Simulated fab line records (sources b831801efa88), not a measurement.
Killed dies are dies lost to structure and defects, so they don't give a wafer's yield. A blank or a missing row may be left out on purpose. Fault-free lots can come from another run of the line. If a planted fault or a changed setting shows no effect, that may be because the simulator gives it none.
Split-lot experiment ; flow gf180mcu ; 23 wafers read from 5 lots, route of 602 steps

THE SPLIT ITSELF
At GF_MVPSD_IMPLANT_09, the setting energy kev was moved away from the recipe's 40 on 9 of the 23 wafers read, by +2.0% to +5.7%. This setting was run at the recipe's value on the other wafers.

Reading taken at the split's own step.

THE READING
implant.drp nm (the simulator's own value, which no gauge read), in nm, at GF_MVPSD_IMPLANT_09. No usual value for it is given in the file.

wafer;tool, chamber at the split;energy kev as run;against the recipe;implant.drp nm, nm;against lot-mates on the recipe
L077.1;implanter-01, 0;40;recipe;51.21;-
L077.2;implanter-01, 0;40;recipe;51.21;-
L077.3;implanter-01, 0;40;recipe;51.21;-
L077.5;implanter-01, 0;40;recipe;51.21;-
L077.6;implanter-01, 0;40;recipe;51.21;-
L078.1;implanter-03, 0;40.82;+2.0%;51.84;+0.63
L078.3;implanter-03, 0;40.82;+2.0%;51.84;+0.63
L078.6;implanter-03, 0;40.82;+2.0%;51.84;+0.63
L078.2;implanter-03, 0;40;recipe;51.21;-
L078.5;implanter-03, 0;40;recipe;51.21;-
L079.1;implanter-01, 0;40;recipe;51.21;-
L079.4;implanter-01, 0;40;recipe;51.21;-
L079.6;implanter-01, 0;40;recipe;51.21;-
L082.1;implanter-01, 0;40;recipe;51.21;-
L082.2;implanter-01, 0;40;recipe;51.21;-
L082.3;implanter-01, 0;41.07;+2.7%;52.03;+0.82
L082.5;implanter-01, 0;41.07;+2.7%;52.03;+0.82
L082.6;implanter-01, 0;41.07;+2.7%;52.03;+0.82
L084.1;implanter-01, 0;40;recipe;51.21;-
L084.4;implanter-01, 0;40;recipe;51.21;-
L084.2;implanter-01, 0;42.27;+5.7%;52.93;+1.72
L084.5;implanter-01, 0;42.27;+5.7%;52.93;+1.72
L084.6;implanter-01, 0;42.27;+5.7%;52.93;+1.72

THE FIT
A straight line over all 23 wafers: implant.drp nm changes by +0.304 nm for each +1% of energy kev; r = +1.00; the points scatter about the line by 0.0039 nm.
The same after taking each lot's own level away (the mean of its wafers on the recipe; 23 wafers): +0.304 nm for each +1%; r = +1.00; scatter 0.0039 nm.
According to that fit, moving energy kev by its largest amount changes the reading by 1.7 nm.
The lots' own levels span 51.210 to 51.210 nm.
So the lot-to-lot level changes the slope little: the two slopes agree.
Check: +1.73 nm against its lot-mates is what the line predicts for one of the wafers moved furthest among these (+5.7%) when that wafer is left out of the fit. It came out at +1.72 nm against them.

ADDITIONAL SPLITS CARRIED BY THESE WAFERS
Other splits were also applied to these wafers ahead of the reading. Each is held against what the fit with the lots' levels taken away leaves over:
other split on the same wafers;wafers away from the commonest value;r with implant.drp nm (lot level and that fit taken away)
GF_STI_OXIDATION_01 temp c;15;-0.09
GF_STI_OXIDATION_29 ox time s;15;-0.50
GF_MVSD_COAT_02 spin rpm;11;+0.06
GF_MVSD_IMPLANT_08 dose cm2;9;-0.51

THE WHOLE CHAIN: every reading that the file lists as answering this split, in the file's order
step;what it does;reading;change (the file's fit);r (the file's)
GF_MVPSD_IMPLANT_09;;implant.rp nm (the simulator's own value, which no gauge read);+1.24 nm for each +1% of the setting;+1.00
GF_MVPSD_IMPLANT_09;;implant.drp nm (the simulator's own value, which no gauge read);+0.305 nm for each +1% of the setting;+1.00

THE FILE'S OWN FIT
implant.drp nm changes by +0.305 nm for each +1% of energy kev, r = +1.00.
